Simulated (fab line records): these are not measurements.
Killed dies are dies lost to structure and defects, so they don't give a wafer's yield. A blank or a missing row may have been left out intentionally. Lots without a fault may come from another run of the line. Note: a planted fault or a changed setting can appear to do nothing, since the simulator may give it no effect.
2 desks looking at one fault    flow gf180mcu    what lay behind the numbers comes last; until then each desk has only its own

AT THE METROLOGY DESK
What the gauges read, lot by lot, whatever tool the lot ran on: means of the sampled wafers that have a number. A lot is out of limits, marked OUT, if its mean lies more than 4 standard deviations from the usual mean; the brackets give that distance.
Columns: A = MVPSD_TW at GF_MVPSD_TW_MEAS_11, usual 552; B = VT_IMPLANT_OVL at GF_VT_IMPLANT_OVL_MEAS_07, usual 0.1 nm; C = POLY_GATE_CVD_00_THK at GF_POLY_GATE_THK_MEAS_01, usual 199.8 nm
lot   first seen here  A    B     C
L699  day 6 11:35      557  0.1   198.6
L698  day 6 13:11      549  0.3   200.3
L700  day 6 22:46      557  -0.6  200.0
L702  day 7 06:18      557  -0.5  196.8
L703  day 7 09:15      546  -1.0  197.9
L704  day 7 16:06      556  -0.2  199.8
L705  day 7 22:59      546  -0.5  200.1
L710  day 9 04:23      555  -0.3  201.0
L712  day 9 17:09      556  1.0   180.8 (-13) OUT
L713  day 9 23:04      560  -0.2  177.5 (-15) OUT
L714  day 10 06:10     554  1.3   199.7
L715  day 10 10:18     556  0.5   198.3
Per this desk, out of limits: L712, L713; the first was L712, day 13 21:55 (POLY_GATE_CVD_00_THK at GF_POLY_GATE_THK_MEAS_01). Within limits: L699, L698, L700, L702, L703, L704, L705, L710, L714, L715.

AT THE TOOL OWNER'S DESK: lpcvd-02
The tool's own readings at GF_POLY_GATE_CVD_00 (deposits poly-Si, target thk 200 nm, time 1200 s): means of the sampled wafers that have a number, for each lot that ran on this tool. A lot is out of limits, marked OUT, if its mean lies more than 4 standard deviations from the usual mean; the brackets give that distance.
Columns: A = spikeTcBottomC at GF_POLY_GATE_CVD_00, usual 638.8 C; B = spikeTcCentreC at GF_POLY_GATE_CVD_00, usual 620.4 C; C = spikeTcLowerC at GF_POLY_GATE_CVD_00, usual 620.9 C; D = spikeTcTopC at GF_POLY_GATE_CVD_00, usual 638.6 C; E = spikeTcUpperC at GF_POLY_GATE_CVD_00, usual 619.8 C; F = susceptorTempC at GF_POLY_GATE_CVD_00, usual 620.02 C; G = zonePowerTopPct at GF_POLY_GATE_CVD_00, usual 20 %
lot   first seen here  A                 B                 C      D      E      F                 G
L698  day 10 02:02     638.2             620.8             618.5  636.3  619.8  620.05            25
L699  day 10 02:02     638.3             620.2             618.6  637.2  621.1  620.07            25
L705  day 11 18:32     638.3             620.4             619.5  636.3  620.0  619.90            25
L710  day 13 01:54     636.8             619.5             621.3  634.7  620.3  619.59            17
L712  day 13 20:35     631.2 (-5.8) OUT  615.1 (-4.8) OUT  616.4  631.0  616.0  614.96 (-17) OUT  17
L713  day 14 04:25     633.9             615.1 (-4.8) OUT  615.9  632.4  615.5  615.13 (-17) OUT  25
This desk finds L712, L713 out of limits, L712 being first, at day 13 20:35 (spikeTcBottomC at GF_POLY_GATE_CVD_00). Within limits: L698, L699, L705, L710.

PUT TOGETHER
At day 13 20:35, on L712, L713, the tool owner's desk was in a position to raise an alarm.
L712, L713 would have let the metrology desk raise an alarm at day 13 21:55.
All the named lots went through GF_POLY_GATE_CVD_00 on lpcvd-02.

WHAT THE SIMULATOR HAD INSERTED
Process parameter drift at GF_POLY_GATE_CVD_00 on lpcvd-02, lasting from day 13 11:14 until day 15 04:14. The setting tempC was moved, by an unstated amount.
Lots struck among those shown: L712, L713.
Time in hours from fault onset to the first out-of-limits reading at each desk: tool owner's desk 9, metrology desk 11.
